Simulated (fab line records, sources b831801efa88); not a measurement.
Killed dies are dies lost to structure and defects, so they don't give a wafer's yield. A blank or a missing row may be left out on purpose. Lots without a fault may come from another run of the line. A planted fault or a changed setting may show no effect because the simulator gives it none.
Which tool did it? | flow sky130 | 11 lots, 33 wafers sampled, at 4 steps of a route of 708

WHAT THE GAUGES READ, wafer by wafer
SKY_LDD_LDN_TW_MEAS_13.
lot  | measured     | on            | LDD_LDN_TW
L667 | day 23 05:25 | film_metro-03 | 1474 1479 1480
L669 | day 24 02:29 | film_metro-01 | 1457 1464 1468
L670 | day 24 09:34 | film_metro-01 | 1469 1460 1465
L671 | day 24 13:32 | film_metro-03 | 1492 1489 1495
L672 | day 25 15:05 | film_metro-02 | 1496 1494 1494
L675 | day 26 12:50 | film_metro-01 | 1464 1455 1468
L678 | day 26 23:13 | film_metro-02 | 1563 1575 1572
L679 | day 27 19:31 | film_metro-03 | 1483 1482 1481
L680 | day 27 21:08 | film_metro-03 | 1555 1551 1558
L687 | day 30 05:38 | film_metro-01 | 1470 1472 1462
L688 | day 30 09:02 | film_metro-03 | 1493 1483 1484

WHICH TOOL RAN EACH LOT (tool, then ch and the chambers of the sampled wafers, then the start)
lot  | SKY_POLY_GATE_ETCH_15              | SKY_LDD_LDN_IMPLANT_10          | SKY_LDD_LDN_STRIP_12
L667 | rie_diel-04 ch 0,2,3, day 16 16:46 | implanter-02 ch 0, day 23 05:01 | plasma_asher-02 ch 0,1, day 23 05:19
L669 | rie_diel-04 ch 0,1, day 17 11:26   | implanter-02 ch 0, day 24 02:05 | plasma_asher-02 ch 1, day 24 02:22
L670 | rie_diel-04 ch 0,1,2, day 17 20:53 | implanter-02 ch 0, day 24 09:10 | plasma_asher-03 ch 0,1, day 24 09:28
L671 | rie_diel-02 ch 0,2,3, day 17 23:14 | implanter-01 ch 0, day 24 13:10 | plasma_asher-01 ch 0,1, day 24 13:28
L672 | rie_diel-02 ch 0,1,3, day 19 00:37 | implanter-02 ch 0, day 25 14:43 | plasma_asher-03 ch 0,1, day 25 15:00
L675 | rie_diel-01 ch 0,1,2, day 20 02:40 | implanter-02 ch 0, day 26 12:28 | plasma_asher-01 ch 0,1, day 26 12:46
L678 | rie_diel-04 ch 1,2, day 20 14:08   | implanter-02 ch 0, day 26 22:49 | plasma_asher-02 ch 0,1, day 26 23:07
L679 | rie_diel-02 ch 0,3, day 21 11:17   | implanter-03 ch 0, day 27 19:07 | plasma_asher-02 ch 0,1, day 27 19:25
L680 | rie_diel-01 ch 2,3, day 21 13:20   | implanter-02 ch 0, day 27 20:46 | plasma_asher-01 ch 0,1, day 27 21:03
L687 | rie_diel-01 ch 0,1,2, day 24 03:08 | implanter-01 ch 0, day 30 05:15 | plasma_asher-01 ch 0,1, day 30 05:31
L688 | rie_diel-02 ch 1,2,3, day 24 05:41 | implanter-03 ch 0, day 30 08:40 | plasma_asher-03 ch 0,1, day 30 08:58
- SKY_POLY_GATE_ETCH_15: etches BARC in N2/H2, stops on SiO2, time 118.5 s, target depth 110 nm.
- SKY_LDD_LDN_IMPLANT_10
- SKY_LDD_LDN_STRIP_12: strips in O2/N2.

THE ANSWER, worked out from the rows above alone
Rule: what is usual is taken from the lots themselves. Put in order of their means at a reading, lots are off if they are a third of the lots or fewer, leave a main group of 4 or more, and stand apart from it by a gap of 3 or more times the standard deviation of the main group's means; of several such gaps the widest counts. A main group whose means are all the same, to the digits that the tables above print for the reading, isn't used. A lot without any number at a reading at which 4 lots or more have one is off too. The other lots that the step has rows for count as sound.
Off: L678, L680, at SKY_LDD_LDN_TW_MEAS_13 (LDD_LDN_TW). The main group: mean 1477, standard deviation 12.
A tool fits if, at a process step before that reading, it ran every lot that is off, and no sound lot after the first of them. The gauges at SKY_LDD_LDN_TW_MEAS_13 are tried like those tools. One fits: implanter-02 at SKY_LDD_LDN_IMPLANT_10. Its last sound lot is L675 (day 26 12:28), its first lot that is off L678 (day 26 22:49): a fault that began between those two fits.

WHAT THE SIMULATOR HAD PUT IN
Process parameter drift: implanter-02, from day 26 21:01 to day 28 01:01, at SKY_LDD_LDN_IMPLANT_10. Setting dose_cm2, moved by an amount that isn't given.
Lots struck among those shown: L678, L680. The rule above found the same.
